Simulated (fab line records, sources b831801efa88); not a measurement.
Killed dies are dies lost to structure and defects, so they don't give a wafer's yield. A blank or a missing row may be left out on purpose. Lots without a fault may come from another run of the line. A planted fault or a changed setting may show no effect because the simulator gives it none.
fab line records | flow sky130
record lots=5 wafers=15 last_day=50
route steps=708 shown SD_P@328 RES_XHIGH@332 SD_N@342 SALICIDE@361 LI_CONTACT@362
lots that met no fault: from a run of the same line without faults
start_h: hours from the record's first day to the start of the lot's first wafer shown | wait_h: hours since the lot's step before | " the same as in the row above | L1.1+2: a row that stands for several wafers | - no value, or no start given | * or withheld: withheld | < > ~ a bound
route shown NAME@n: a module of which the file shows steps, and the number in the route of the first | usual: mean/standard deviation of fault-free wafers | same: alike in all rows | chamber/n: place in a boat | sites: the reading at each site | _std_site: their standard deviation | _edge_site: outer sites' mean less inner sites' | radius_mm: how far each site lies from the wafer's centre | mask NAME#n: copy n | behind: the tool/chamber that last shaped the wafer | hold: why the lot was held/for how many hours/how that ended | device: the transistor (n, p or np) that didn't switch | end of line: the same wafers' tests at the end of the route | a step without rows: its recipe alone | killed: dies lost to structure and defects at the first sort, not the wafer's yield | map: a wafer's dies, x killed, . not, _ none there
set.NAME: the setting as run; set.NAME@STEP: as run at that earlier step | model.NAME: the simulator's own value behind a step, which no gauge read
lots at some steps of the route; a table a step, a row a wafer
services: from which hour (start_h, from the record's first day; less than 0 if before it) a tool's chamber was out of use, for how many hours, and why
## steps
# step SKY_SD_P_OVL_MEAS_08
# usual SD_P_OVL=0.1/1.2
# columns lot.wafer tool chamber start_h wait_h SD_P_OVL[nm]
L075.2 overlay-02 - 586.01 0.1 1.9
L075.3 " - " " -0.3
L075.6 " - " " 1.1
L076.2 overlay-01 - 605.86 0.1 -0.9
L076.4 " - " " -0.8
L076.6 " - " " -0.6
L089.1 overlay-02 - 714.85 0.1 -0.4
L089.2 " - " " 0.0
L089.6 " - " " -0.8
L092.1 overlay-01 - 745.05 0.1 0.7
L092.3 " - " " 0.0
L092.4 " - " " -0.7
L094.1 overlay-01 - 753.71 0.1 2.7
L094.4 " - " " -1.4
L094.6 " - " " 0.3
# step SKY_SD_P_IMPLANT_09
# recipe species=BF2 energy_kev=20 dose_cm2=3e+15 tilt_deg=0
# columns lot.wafer tool chamber start_h wait_h
L075.2+3+6 implanter-04 0 586.07 0.0
L076.2+4+6 implanter-02 0 605.92 0.0
L089.1+2+6 implanter-02 0 714.89 0.0
L092.1+3+4 implanter-04 0 745.09 0.0
L094.1+4+6 implanter-04 0 753.74 0.0
# step SKY_SD_P_STRIP_10
# recipe chemistry=O2/N2 power_w=1400 pressure_mtorr=1500 platen_temp_c=withheld o2_flow_sccm=3000 n2_flow_sccm=300 overash_fraction=0.5
# usual drypump_motor_current_A=5.54/0.23 oes_product_au=0.617/0.0047 strip_time_to_endpoint_s=17.48/0.037
# columns lot.wafer tool chamber start_h wait_h drypump_motor_current_A oes_product_au rf_hours_counter_h strip_time_to_endpoint_s
L075.2 plasma_asher-02 0 586.19 0.1 5.71 0.614 77 17.48
L075.3 " 0 " " 5.71 0.620 - 17.45
L075.6 " 0 " " 5.73 0.618 - 17.43
L076.2 plasma_asher-04 0 606.04 0.1 5.13 0.619 91 17.47
L076.4 " 0 " " 5.09 0.615 - 17.43
L076.6 " 0 " " 5.12 0.610 - 17.44
L089.1 plasma_asher-04 0 715.04 0.1 5.15 0.618 103 17.56
L089.2 " 1 " " 5.75 0.614 103 17.50
L089.6 " 1 " " 5.74 0.617 - 17.51
L092.1 plasma_asher-01 0 745.24 0.1 5.84 0.611 62 17.45
L092.3 " 0 " " 5.81 0.611 - 17.49
L092.4 " 1 " " 5.52 0.619 - 17.43
L094.1 plasma_asher-04 0 753.89 0.1 5.11 0.616 1 17.54
L094.4 " 0 " " 5.12 0.616 - 17.53
L094.6 " 0 " " 5.10 0.616 - 17.52
# step SKY_SD_P_TW_MEAS_11
# usual SD_P_TW=2815/46
# columns lot.wafer tool chamber start_h wait_h SD_P_TW
L075.2 film_metro-01 - 586.30 0.1 2893
L075.3 " - " " 2876
L075.6 " - " " 2904
L076.2 film_metro-04 - 606.15 0.1 2759
L076.4 " - " " 2751
L076.6 " - " " 2758
L089.1 film_metro-02 - 715.14 0.1 2818
L089.2 " - " " 2810
L089.6 " - " " 2804
L092.1 film_metro-04 - 745.34 0.1 2776
L092.3 " - " " 2780
L092.4 " - " " 2791
L094.1 film_metro-04 - 753.99 0.1 2786
L094.4 " - " " 2782
L094.6 " - " " 2790
# step SKY_RES_XHIGH_DEHYDRATE_00
# recipe temp_c=200 time_s=60
# usual heater_power_total_W=160.38/0.13
# columns lot.wafer tool chamber start_h wait_h heater_power_total_W
L075.2 litho_track-03 0 600.26 13.9 160.27
L075.3 " 0 " " 160.14
L075.6 " 0 " " 160.39
L076.2 litho_track-01 0 620.12 14.0 160.38
L076.4 " 0 " " 160.34
L076.6 " 0 " " 160.57
L089.1 litho_track-01 0 728.70 13.5 160.57
L089.2 " 0 " " 160.53
L089.6 " 0 " " 160.23
L092.1 litho_track-01 0 759.05 13.7 160.31
L092.3 " 0 " " 160.43
L092.4 " 0 " " 160.37
L094.1 litho_track-04 0 766.31 12.3 160.30
L094.4 " 0 " " 160.61
L094.6 " 0 " " 160.33
# step SKY_RES_XHIGH_HMDS_01
# recipe prime_time_s=60 prime_temp_c=120
# columns lot.wafer tool chamber start_h wait_h
L075.2+3+6 litho_track-03 0 600.41 0.1
L076.2+4+6 litho_track-01 0 620.27 0.1
L089.1+2+6 litho_track-01 0 728.85 0.1
L092.1+3+4 litho_track-01 0 759.20 0.1
L094.1+4+6 litho_track-04 0 766.46 0.1
# step SKY_RES_XHIGH_COAT_02
# recipe resist=NOVOLAK spin_rpm=3000 resist_thk_nm=1140
# columns lot.wafer tool chamber start_h wait_h
L075.2+3+6 litho_track-03 0 600.56 0.1
L076.2+4+6 litho_track-01 0 620.42 0.1
L089.1+2+6 litho_track-01 0 729.00 0.1
L092.1+3+4 litho_track-01 0 759.35 0.1
L094.1+4+6 litho_track-04 0 766.61 0.1
# step SKY_RES_XHIGH_SOFTBAKE_03
# recipe temp_c=90 time_s=60 resist=NOVOLAK
# usual heater_power_total_W=56.59/0.046
# columns lot.wafer tool chamber start_h wait_h heater_power_total_W
L075.2 litho_track-03 0 600.71 0.1 56.57
L075.3 " 0 " " 56.56
L075.6 " 0 " " 56.60
L076.2 litho_track-01 0 620.57 0.1 56.51
L076.4 " 0 " " 56.67
L076.6 " 0 " " 56.63
L089.1 litho_track-01 0 729.15 0.1 56.63
L089.2 " 0 " " 56.63
L089.6 " 0 " " 56.58
L092.1 litho_track-01 0 759.50 0.1 56.59
L092.3 " 0 " " 56.60
L092.4 " 0 " " 56.58
L094.1 litho_track-04 0 766.76 0.1 56.58
L094.4 " 0 " " 56.61
L094.6 " 0 " " 56.61
# step SKY_RES_XHIGH_EXPOSE_04
# recipe mask_id=URPM na=0.6 source_shape=conventional sigma_outer=0.6 polarization=unpolarized target_cd_nm=1270 dose_mj=140
# columns lot.wafer tool chamber start_h wait_h mask
L075.2+3+6 iline_stepper-02 0 - - URPM#0
L076.2+4+6 iline_stepper-01 0 - - URPM#0
L089.1+2+6 iline_stepper-02 0 - - URPM#0
L092.1+3+4 iline_stepper-01 0 - - URPM#0
L094.1+4+6 iline_stepper-01 0 - - URPM#0
# step SKY_RES_XHIGH_PEB_05
# recipe temp_c=withheld time_s=* resist=NOVOLAK
# columns lot.wafer tool chamber start_h wait_h
L075.2+3+6 litho_track-04 0 - -
L076.2+4+6 litho_track-04 0 - -
L089.1+2+6 litho_track-01 0 - -
L092.1+3+4 litho_track-04 0 - -
L094.1+4+6 litho_track-04 0 - -
# step SKY_RES_XHIGH_DEVELOP_06
# recipe resist=NOVOLAK developer=TMAH develop_time_s=60 dev_temp_c=23
# columns lot.wafer tool chamber start_h wait_h
L075.2+3+6 litho_track-04 0 615.63 0.1
L076.2+4+6 litho_track-04 0 634.68 0.1
L089.1+2+6 litho_track-01 0 741.70 0.1
L092.1+3+4 litho_track-04 0 772.06 0.1
L094.1+4+6 litho_track-04 0 779.71 0.1
# step SKY_RES_XHIGH_IMPLANT_07
# recipe species=BF2 energy_kev=20 dose_cm2=3.6e+14 tilt_deg=0
# columns lot.wafer tool chamber start_h wait_h
L075.2+3+6 implanter-01 0 615.78 0.1
L076.2+4+6 implanter-04 0 634.83 0.1
L089.1+2+6 implanter-04 0 741.85 0.1
L092.1+3+4 implanter-02 0 772.21 0.1
L094.1+4+6 implanter-02 0 779.86 0.1
# step SKY_RES_XHIGH_STRIP_08
# recipe chemistry=O2/N2 power_w=1400 pressure_mtorr=1500 platen_temp_c=withheld o2_flow_sccm=3000 n2_flow_sccm=300 overash_fraction=0.5
# usual drypump_motor_current_A=5.6/0.52 oes_product_au=0.712/0.0043 strip_time_to_endpoint_s=14.26/0.036
# columns lot.wafer tool chamber start_h wait_h drypump_motor_current_A oes_product_au rf_hours_counter_h strip_time_to_endpoint_s
L075.2 plasma_asher-04 0 615.91 0.1 5.1 0.717 92 14.27
L075.3 " 1 " " 5.7 0.714 - 14.22
L075.6 " 1 " " 5.7 0.712 - 14.24
L076.2 plasma_asher-02 1 634.96 0.1 5.4 0.716 82 14.24
L076.4 " 1 " " 5.4 0.706 - 14.27
L076.6 " 1 " " 5.5 0.708 - 14.26
L089.1 plasma_asher-02 0 742.00 0.1 5.7 0.710 93 14.25
L089.2 " 1 " " 5.5 0.711 93 14.22
L089.6 " 1 " " 5.5 0.716 - 14.28
L092.1 plasma_asher-03 0 772.36 0.1 6.5 0.716 35 14.24
L092.3 " 1 " " 5.0 0.708 - 14.25
L092.4 " 0 " " 6.5 0.708 - 14.22
L094.1 plasma_asher-02 1 780.01 0.1 5.5 0.704 97 14.27
L094.4 " 1 " " 5.5 0.711 - 14.31
L094.6 " 0 " " 5.7 0.711 - 14.28
# step SKY_RES_XHIGH_TW_MEAS_09
# usual RES_XHIGH_TW=1656/33
# columns lot.wafer tool chamber start_h wait_h RES_XHIGH_TW
L075.2 film_metro-02 - 616.02 0.1 1633
L075.3 " - " " 1630
L075.6 " - " " 1627
L076.2 film_metro-01 - 635.07 0.1 1666
L076.4 " - " " 1681
L076.6 " - " " 1684
L089.1 film_metro-01 - 742.10 0.1 1677
L089.2 " - " " 1676
L089.6 " - " " 1681
L092.1 film_metro-04 - 772.46 0.1 1617
L092.3 " - " " 1609
L092.4 " - " " 1604
L094.1 film_metro-02 - 780.11 0.1 1634
L094.4 " - " " 1632
L094.6 " - " " 1628
# step SKY_SD_N_DEHYDRATE_00
# recipe temp_c=200 time_s=60
# usual heater_power_total_W=160.38/0.12
# columns lot.wafer tool chamber start_h wait_h heater_power_total_W
L075.2 litho_track-02 0 629.46 13.4 160.40
L075.3 " 0 " " 160.37
L075.6 " 0 " " 160.23
L076.2 litho_track-01 0 648.82 13.7 160.33
L076.4 " 0 " " 160.33
L076.6 " 0 " " 160.18
L089.1 litho_track-01 0 755.20 13.1 160.30
L089.2 " 0 " " 160.45
L089.6 " 0 " " 160.23
L092.1 litho_track-02 0 785.39 12.9 160.12
L092.3 " 0 " " 160.46
L092.4 " 0 " " 160.27
L094.1 litho_track-01 0 792.45 12.3 160.22
L094.4 " 0 " " 160.52
L094.6 " 0 " " 160.26
# step SKY_SD_N_HMDS_01
# recipe prime_time_s=60 prime_temp_c=120
# columns lot.wafer tool chamber start_h wait_h
L075.2+3+6 litho_track-02 0 629.61 0.1
L076.2+4+6 litho_track-01 0 648.97 0.1
L089.1+2+6 litho_track-01 0 755.35 0.1
L092.1+3+4 litho_track-02 0 785.54 0.1
L094.1+4+6 litho_track-01 0 792.60 0.1
# step SKY_SD_N_COAT_02
# recipe resist=NOVOLAK spin_rpm=3000 resist_thk_nm=1140
# columns lot.wafer tool chamber start_h wait_h
L075.2+3+6 litho_track-02 0 629.76 0.1
L076.2+4+6 litho_track-01 0 649.12 0.1
L089.1+2+6 litho_track-01 0 755.50 0.1
L092.1+3+4 litho_track-02 0 785.69 0.1
L094.1+4+6 litho_track-01 0 792.75 0.1
# step SKY_SD_N_SOFTBAKE_03
# recipe temp_c=90 time_s=60 resist=NOVOLAK
# usual heater_power_total_W=56.60/0.046
# columns lot.wafer tool chamber start_h wait_h heater_power_total_W
L075.2 litho_track-02 0 629.91 0.1 56.58
L075.3 " 0 " " 56.58
L075.6 " 0 " " 56.60
L076.2 litho_track-01 0 649.27 0.1 56.63
L076.4 " 0 " " 56.74
L076.6 " 0 " " 56.51
L089.1 litho_track-01 0 755.65 0.1 56.62
L089.2 " 0 " " 56.63
L089.6 " 0 " " 56.60
L092.1 litho_track-02 0 785.84 0.1 56.63
L092.3 " 0 " " 56.66
L092.4 " 0 " " 56.54
L094.1 litho_track-01 0 792.90 0.1 56.62
L094.4 " 0 " " 56.54
L094.6 " 0 " " 56.61
# step SKY_SD_N_EXPOSE_04
# recipe mask_id=NSDM na=0.6 source_shape=conventional sigma_outer=0.6 polarization=unpolarized target_cd_nm=380 dose_mj=141
# columns lot.wafer tool chamber start_h wait_h mask
L075.2+3+6 iline_stepper-02 0 - - NSDM#0
L076.2+4+6 iline_stepper-01 0 - - NSDM#0
L089.1+2+6 iline_stepper-01 0 - - NSDM#0
L092.1+3+4 iline_stepper-02 0 - - NSDM#0
L094.1+4+6 iline_stepper-02 0 - - NSDM#0
# step SKY_SD_N_PEB_05
# recipe temp_c=withheld time_s=* resist=NOVOLAK
# columns lot.wafer tool chamber start_h wait_h
L075.2+3+6 litho_track-04 0 - -
L076.2+4+6 litho_track-02 0 - -
L089.1+2+6 litho_track-02 0 - -
L092.1+3+4 litho_track-01 0 - -
L094.1+4+6 litho_track-01 0 - -
# step SKY_SD_N_DEVELOP_06
# recipe resist=NOVOLAK developer=TMAH develop_time_s=60 dev_temp_c=23
# columns lot.wafer tool chamber start_h wait_h
L075.2+3+6 litho_track-04 0 644.33 0.1
L076.2+4+6 litho_track-02 0 664.26 0.1
L089.1+2+6 litho_track-02 0 769.09 0.1
L092.1+3+4 litho_track-01 0 798.25 0.1
L094.1+4+6 litho_track-01 0 805.05 0.1
# step SKY_SD_N_CD_MEAS_07
# recipe target_cd_nm=380
# usual cd_nm=380.0/2.3
# columns lot.wafer tool chamber start_h wait_h cd_nm
L075.2 cd_sem-02 - 644.48 0.1 379.3
L075.3 " - " " 382.5
L075.6 " - " " 382.2
L076.2 cd_sem-02 - 664.41 0.1 377.7
L076.4 " - " " 376.7
L076.6 " - " " 377.9
L089.1 cd_sem-01 - 769.24 0.1 381.7
L089.2 " - " " 381.5
L089.6 " - " " 382.1
L092.1 cd_sem-02 - 798.40 0.1 377.7
L092.3 " - " " 380.0
L092.4 " - " " 378.2
L094.1 cd_sem-01 - 805.20 0.1 379.2
L094.4 " - " " 378.1
L094.6 " - " " 381.8
# step SKY_SD_N_OVL_MEAS_08
# usual SD_N_OVL=0.2/1.6
# columns lot.wafer tool chamber start_h wait_h SD_N_OVL[nm]
L075.2 overlay-01 - 644.59 0.1 -0.1
L075.3 " - " " -1.2
L075.6 " - " " -1.8
L076.2 overlay-01 - 664.51 0.1 1.4
L076.4 " - " " -1.6
L076.6 " - " " 2.7
L089.1 overlay-02 - 769.36 0.1 -0.6
L089.2 " - " " 0.1
L089.6 " - " " 0.2
L092.1 overlay-01 - 798.52 0.1 -1.7
L092.3 " - " " -1.3
L092.4 " - " " -1.1
L094.1 overlay-01 - 805.32 0.1 1.8
L094.4 " - " " 0.8
L094.6 " - " " -1.0
# step SKY_SD_N_IMPLANT_09
# recipe species=As energy_kev=50 dose_cm2=4e+15 tilt_deg=0
# columns lot.wafer tool chamber start_h wait_h
L075.2+3+6 implanter-04 0 644.64 0.0
L076.2+4+6 implanter-03 0 664.57 0.0
L089.1+2+6 implanter-01 0 769.39 0.0
L092.1+3+4 implanter-04 0 798.55 0.0
L094.1+4+6 implanter-01 0 805.35 0.0
# step SKY_SD_N_IMPLANT_10
# recipe species=P energy_kev=20 dose_cm2=1e+14 tilt_deg=0
# columns lot.wafer tool chamber start_h wait_h
L075.2+3+6 implanter-04 0 644.79 0.1
L076.2+4+6 implanter-03 0 664.72 0.1
L089.1+2+6 implanter-01 0 769.54 0.1
L092.1+3+4 implanter-04 0 798.70 0.1
L094.1+4+6 implanter-01 0 805.50 0.1
# step SKY_SD_N_STRIP_11
# recipe chemistry=O2/N2 power_w=1400 pressure_mtorr=1500 platen_temp_c=withheld o2_flow_sccm=3000 n2_flow_sccm=300 overash_fraction=0.5
# usual drypump_motor_current_A=5.6/0.51 oes_product_au=0.527/0.0044 strip_time_to_endpoint_s=22.53/0.044
# columns lot.wafer tool chamber start_h wait_h drypump_motor_current_A oes_product_au rf_hours_counter_h strip_time_to_endpoint_s
L075.2 plasma_asher-04 1 644.92 0.1 5.7 0.528 96 22.63
L075.3 " 0 " " 5.1 0.522 - 22.58
L075.6 " 1 " " 5.7 0.536 - 22.64
L076.2 plasma_asher-01 0 664.84 0.1 5.8 0.527 54 22.50
L076.4 " 0 " " 5.8 0.524 - 22.52
L076.6 " 1 " " 5.5 0.522 - 22.51
L089.1 plasma_asher-03 1 769.69 0.1 5.0 0.523 35 22.46
L089.2 " 0 " " 6.5 0.526 35 22.44
L089.6 " 1 " " 5.0 0.538 - 22.44
L092.1 plasma_asher-04 1 798.85 0.1 5.7 0.521 5 22.52
L092.3 " 1 " " 5.7 0.523 - 22.52
L092.4 " 0 " " 5.1 0.529 - 22.52
L094.1 plasma_asher-03 0 805.65 0.1 6.5 0.524 38 22.51
L094.4 " 1 " " 5.0 0.523 - 22.51
L094.6 " 1 " " 5.0 0.525 - 22.47
# step SKY_SD_N_TW_MEAS_12
# usual SD_N_TW=4026/69
# columns lot.wafer tool chamber start_h wait_h SD_N_TW
L075.2 film_metro-04 - 645.03 0.1 3910
L075.3 " - " " 3922
L075.6 " - " " 3891
L076.2 film_metro-01 - 664.95 0.1 4064
L076.4 " - " " 4077
L076.6 " - " " 4085
L089.1 film_metro-02 - 769.79 0.1 3996
L089.2 " - " " 3973
L089.6 " - " " 3976
L092.1 film_metro-01 - 798.95 0.1 4092
L092.3 " - " " 4110
L092.4 " - " " 4129
L094.1 film_metro-01 - 805.75 0.1 4079
L094.4 " - " " 4074
L094.6 " - " " 4079
# step SKY_SD_N_CLEAN_13
# recipe chemistry=SC1/SC2 mix=1:4:20 temp_c=70 time_s=150 dry=n2_spin
# columns lot.wafer tool chamber start_h wait_h
L075.2+3+6 wet_bench-04 2 645.08 0.0
L076.2+4+6 wet_bench-04 0 665.00 0.0
L089.1+2+6 wet_bench-04 0 769.85 0.1
L092.1+3+4 wet_bench-04 0 799.01 0.1
L094.1+4+6 wet_bench-04 2 805.81 0.1
# step SKY_SD_N_RTA_14
# recipe temp_c=1075 time_s=2 idle_temp_c=650 ramp_up_c_per_s=150 ramp_down_c_per_s=90 ambient=N2
# usual lamp_power_pct=15.74/0.055 wafer_temp_C_max=1078.0/1.3
# columns lot.wafer tool chamber start_h wait_h lamp_power_pct wafer_temp_C_max
L075.2 rtp_anneal-02 0 645.13 0.0 15.72 1077.4
L075.3 " 0 " " 15.72 1078.8
L075.6 " 0 " " 15.65 1080.2
L076.2 rtp_anneal-01 0 665.06 0.0 15.72 1077.7
L076.4 " 0 " " 15.72 1080.0
L076.6 " 0 " " 15.76 1079.2
L089.1 rtp_anneal-02 0 769.90 0.0 15.72 1076.7
L089.2 " 0 " " 15.70 1075.6
L089.6 " 0 " " 15.74 1079.5
L092.1 rtp_anneal-02 0 799.07 0.0 15.76 1077.4
L092.3 " 0 " " 15.72 1077.5
L092.4 " 0 " " 15.75 1076.0
L094.1 rtp_anneal-01 0 805.86 0.0 15.85 1077.8
L094.4 " 0 " " 15.69 1078.0
L094.6 " 0 " " 15.55 1076.9
# step SKY_SD_N_RS_MEAS_16
# recipe thk_meas_gauge=four-point-probe
# usual SD_N_RS=68.56/0.13
# columns lot.wafer tool chamber start_h wait_h SD_N_RS[ohm/sq]
L075.2 film_metro-01 - 645.32 0.1 68.20
L075.3 " - " " 68.38
L075.6 " - " " 68.42
L076.2 film_metro-04 - 665.25 0.1 68.58
L076.4 " - " " 68.69
L076.6 " - " " 68.54
L089.1 film_metro-04 - 770.08 0.1 68.46
L089.2 " - " " 68.68
L089.6 " - " " 68.53
L092.1 film_metro-02 - 799.24 0.1 68.38
L092.3 " - " " 68.22
L092.4 " - " " 68.71
L094.1 film_metro-01 - 806.04 0.1 68.58
L094.4 " - " " 68.47
L094.6 " - " " 68.49
# step SKY_SD_N_RS_MEAS_17
# recipe thk_meas_gauge=four-point-probe
# usual SD_P_RS=147.1/0.37
# columns lot.wafer tool chamber start_h wait_h SD_P_RS[ohm/sq]
L075.2 film_metro-01 - 645.44 0.1 146.3
L075.3 " - " " 146.2
L075.6 " - " " 147.2
L076.2 film_metro-04 - 665.37 0.1 147.7
L076.4 " - " " 147.1
L076.6 " - " " 147.1
L089.1 film_metro-04 - 770.20 0.1 146.6
L089.2 " - " " 147.2
L089.6 " - " " 147.3
L092.1 film_metro-02 - 799.36 0.1 146.9
L092.3 " - " " 146.3
L092.4 " - " " 147.7
L094.1 film_metro-01 - 806.16 0.1 147.2
L094.4 " - " " 147.3
L094.6 " - " " 147.4
# step SKY_SD_N_RS_MEAS_18
# recipe thk_meas_gauge=four-point-probe
# usual RES_XHIGH_RS=333.4/1.1
# columns lot.wafer tool chamber start_h wait_h RES_XHIGH_RS[ohm/sq]
L075.2 film_metro-01 - 645.56 0.1 335.7
L075.3 " - " " 335.0
L075.6 " - " " 336.0
L076.2 film_metro-04 - 665.49 0.1 333.1
L076.4 " - " " 332.5
L076.6 " - " " 333.3
L089.1 film_metro-04 - 770.32 0.1 334.3
L089.2 " - " " 334.9
L089.6 " - " " 334.2
L092.1 film_metro-02 - 799.48 0.1 334.2
L092.3 " - " " 331.9
L092.4 " - " " 334.3
L094.1 film_metro-01 - 806.28 0.1 332.8
L094.4 " - " " 333.8
L094.6 " - " " 334.3
# step SKY_SALICIDE_CLEAN_00
# recipe chemistry=HF-last time_s=30 dilution=100:1 dry=ipa_marangoni
# columns lot.wafer tool chamber start_h wait_h
L075.2+3+6 wet_bench-03 2 645.66 0.1
L076.2+4+6 wet_bench-03 0 665.59 0.1
L089.1+2+6 wet_bench-03 2 770.44 0.1
L092.1+3+4 wet_bench-01 2 799.60 0.1
L094.1+4+6 wet_bench-02 2 806.40 0.1
# step SKY_LI_CONTACT_HDPCVD_00
# recipe material=PSG target_thk_nm=930 sigma_open_frac=0.3 time_s=155 temp_c=600 sih4_flow_sccm=60 pressure_mtorr=6
# columns lot.wafer tool chamber start_h wait_h
L075.2+3+6 hdpcvd-01 1,2,0 645.68 0.0
L076.2+4+6 hdpcvd-01 2,0,2 665.60 0.0
L089.1+2+6 hdpcvd-01 1,2,2 770.45 0.0
L092.1+3+4 hdpcvd-01 2,1,1 799.62 0.0
L094.1+4+6 hdpcvd-01 2,2,1 806.41 0.0
# step SKY_LI_CONTACT_THK_MEAS_01
# recipe reads=PSG_of_LI_CONTACT_HDPCVD_00
# usual LI_CONTACT_HDPCVD_THK=929/9.6
# columns lot.wafer tool chamber start_h wait_h LI_CONTACT_HDPCVD_THK[nm]
L075.2 film_metro-01 - 645.79 0.1 928
L075.3 " - " " 945
L075.6 " - " " 947
L076.2 film_metro-04 - 665.72 0.1 935
L076.4 " - " " 934
L076.6 " - " " 938
L089.1 film_metro-02 - 770.56 0.1 936
L089.2 " - " " 923
L089.6 " - " " 928
L092.1 film_metro-01 - 799.72 0.1 925
L092.3 " - " " 925
L092.4 " - " " 922
L094.1 film_metro-02 - 806.51 0.1 923
L094.4 " - " " 923
L094.6 " - " " 920
# step SKY_LI_CONTACT_CMP_02
# recipe material=PSG down_force_psi=4 platen_rpm=60 pad_velocity_m_s=0.94248
# usual motor_current_A=11.3/0.91 time_to_endpoint_s=32/3.5
# columns lot.wafer tool chamber start_h wait_h motor_current_A time_to_endpoint_s
L075.3 cmp-02 0 645.84 0.0 11.2 41
L075.2 " 3 " " 12.4 36
L075.6 " 0 " " 10.8 37
L076.2 cmp-02 2 665.77 0.0 9.8 35
L076.4 " 3 " " 12.1 36
L076.6 " 3 " " 12.0 36
L089.2 cmp-01 1 770.67 0.1 11.0 29
L089.1 " 2 " " 11.8 27
L089.6 " 0 " " 12.1 30
L092.4 cmp-02 3 799.78 0.0 11.5 38
L092.3 " 1 " " 11.7 32
L092.1 " 2 " " 9.9 35
L094.1 cmp-01 2 806.62 0.1 12.4 24
L094.4 " 0 " " 12.3 27
L094.6 " 2 " " 12.2 26
# step SKY_LI_CONTACT_BOW_MEAS_03
# recipe mode=bow
# usual LI_CONTACT_BOW=55/6.4
# columns lot.wafer tool chamber start_h wait_h LI_CONTACT_BOW[um]
L075.2 film_metro-02 - 646.16 0.1 54
L075.3 " - " " 65
L075.6 " - " " 51
L076.2 film_metro-02 - 666.09 0.3 63
L076.4 " - " " 48
L076.6 " - " " 63
L089.1 film_metro-04 - 770.92 0.1 48
L089.2 " - " " 49
L089.6 " - " " 59
L092.1 film_metro-02 - 800.08 0.1 48
L092.3 " - " " 54
L092.4 " - " " 58
L094.1 film_metro-04 - 806.87 0.2 47
L094.4 " - " " 51
L094.6 " - " " 61
# step SKY_LI_CONTACT_DEHYDRATE_04
# recipe temp_c=200 time_s=60
# usual heater_power_total_W=160.35/0.13
# columns lot.wafer tool chamber start_h wait_h heater_power_total_W
L075.2 litho_track-02 0 658.86 12.7 160.28
L075.3 " 0 " " 160.28
L075.6 " 0 " " 160.43
L076.2 litho_track-01 0 678.97 12.9 160.28
L076.4 " 0 " " 160.18
L076.6 " 0 " " 160.43
L089.1 litho_track-02 0 783.64 12.7 160.26
L089.2 " 0 " " 160.46
L089.6 " 0 " " 160.41
L092.1 litho_track-03 0 813.38 13.3 160.36
L092.3 " 0 " " 160.49
L092.4 " 0 " " 160.22
L094.1 litho_track-02 0 820.19 13.3 160.18
L094.4 " 0 " " 160.49
L094.6 " 0 " " 160.20
# step SKY_LI_CONTACT_HMDS_05
# recipe prime_time_s=60 prime_temp_c=120
# columns lot.wafer tool chamber start_h wait_h
L075.2+3+6 litho_track-02 0 659.01 0.1
L076.2+4+6 litho_track-01 0 679.12 0.1
L089.1+2+6 litho_track-02 0 783.79 0.1
L092.1+3+4 litho_track-03 0 813.53 0.1
L094.1+4+6 litho_track-02 0 820.34 0.1
# step SKY_LI_CONTACT_COAT_06
# recipe resist=BARC temp_c=withheld time_s=withheld spin_rpm=3000 resist_thk_nm=60
# columns lot.wafer tool chamber start_h wait_h
L075.2+3+6 litho_track-02 0 659.16 0.1
L076.2+4+6 litho_track-01 0 679.27 0.1
L089.1+2+6 litho_track-02 0 783.94 0.1
L092.1+3+4 litho_track-03 0 813.68 0.1
L094.1+4+6 litho_track-02 0 820.49 0.1
# step SKY_LI_CONTACT_COAT_07
# recipe resist=KrF-thick spin_rpm=3000 resist_thk_nm=450
# columns lot.wafer tool chamber start_h wait_h
L075.2+3+6 litho_track-02 0 - -
L076.2+4+6 litho_track-01 0 - -
L089.1+2+6 litho_track-02 0 - -
L092.1+3+4 litho_track-03 0 - -
L094.1+4+6 litho_track-02 0 - -
# step SKY_LI_CONTACT_SOFTBAKE_08
# recipe temp_c=100 time_s=90 resist=KrF-thick
# usual heater_power_total_W=57.35/0.12
# columns lot.wafer tool chamber start_h wait_h heater_power_total_W
L075.2 litho_track-02 0 - - 57.47
L075.3 " 0 " " 57.41
L075.6 " 0 " " 57.37
L076.2 litho_track-01 0 - - 57.45
L076.4 " 0 " " 57.16
L076.6 " 0 " " 57.49
L089.1 litho_track-02 0 - - 57.34
L089.2 " 0 " " 57.25
L089.6 " 0 " " 57.47
L092.1 litho_track-03 0 - - 57.17
L092.3 " 0 " " 57.36
L092.4 " 0 " " 57.29
L094.1 litho_track-02 0 - - 57.49
L094.4 " 0 " " 57.14
L094.6 " 0 " " 57.43
# step SKY_LI_CONTACT_EXPOSE_09
# recipe mask_id=LICM1 na=0.8 source_shape=annular sigma_inner=0.55 sigma_outer=0.85 target_cd_nm=170 dose_mj=38
# same sigma_inner=0.55
# columns lot.wafer tool chamber start_h wait_h mask
L075.2+3+6 krf_scanner-02 0 - - LICM1#0
L076.2+4+6 krf_scanner-01 0 - - LICM1#0
L089.1+2+6 krf_scanner-02 0 - - LICM1#0
L092.1+3+4 krf_scanner-01 0 - - LICM1#0
L094.1+4+6 krf_scanner-01 0 - - LICM1#0
# step SKY_LI_CONTACT_PEB_10
# recipe peb_temp_c=withheld peb_time_s=withheld resist=KrF-thick
# columns lot.wafer tool chamber start_h wait_h
L075.2+3+6 litho_track-01 0 - -
L076.2+4+6 litho_track-03 0 - -
L089.1+2+6 litho_track-03 0 - -
L092.1+3+4 litho_track-02 0 - -
L094.1+4+6 litho_track-03 0 - -
# step SKY_LI_CONTACT_DEVELOP_11
# recipe develop_time_s=60 resist=KrF-thick dev_temp_c=21
# columns lot.wafer tool chamber start_h wait_h
L075.2+3+6 litho_track-01 0 - -
L076.2+4+6 litho_track-03 0 - -
L089.1+2+6 litho_track-03 0 - -
L092.1+3+4 litho_track-02 0 - -
L094.1+4+6 litho_track-03 0 - -
## services
# columns tool chamber start_h hours kind
implanter-04 - 565.57 8.4 pm
iline_stepper-01 - 577.63 1.7 pm
plasma_asher-04 - 577.74 1.3 repair
hdpcvd-01 - 588.35 1.0 repair
implanter-01 - 590.88 1.1 repair
krf_scanner-01 - 593.62 0.8 pm
plasma_asher-04 - 606.64 2.8 pm
hdpcvd-01 - 614.77 0.8 repair
implanter-02 - 633.96 6.1 repair
implanter-02 - 665.77 0.9 repair
iline_stepper-02 - 693.13 1.7 pm
iline_stepper-01 - 718.54 11.3 repair
plasma_asher-04 - 733.75 9.0 pm
hdpcvd-01 - 741.63 0.5 repair
iline_stepper-02 - 745.01 2.1 pm
iline_stepper-02 - 749.77 17.8 repair
plasma_asher-02 - 757.50 0.7 repair
hdpcvd-01 1 777.90 20.7 repair
iline_stepper-01 - 795.81 1.7 pm
implanter-01 - 798.37 1.8 repair
plasma_asher-02 - 804.33 2.8 pm
iline_stepper-02 - 808.41 4.4 pm
implanter-01 - 814.63 3.2 pm
iline_stepper-01 - 823.07 0.7 repair
## key
fault none
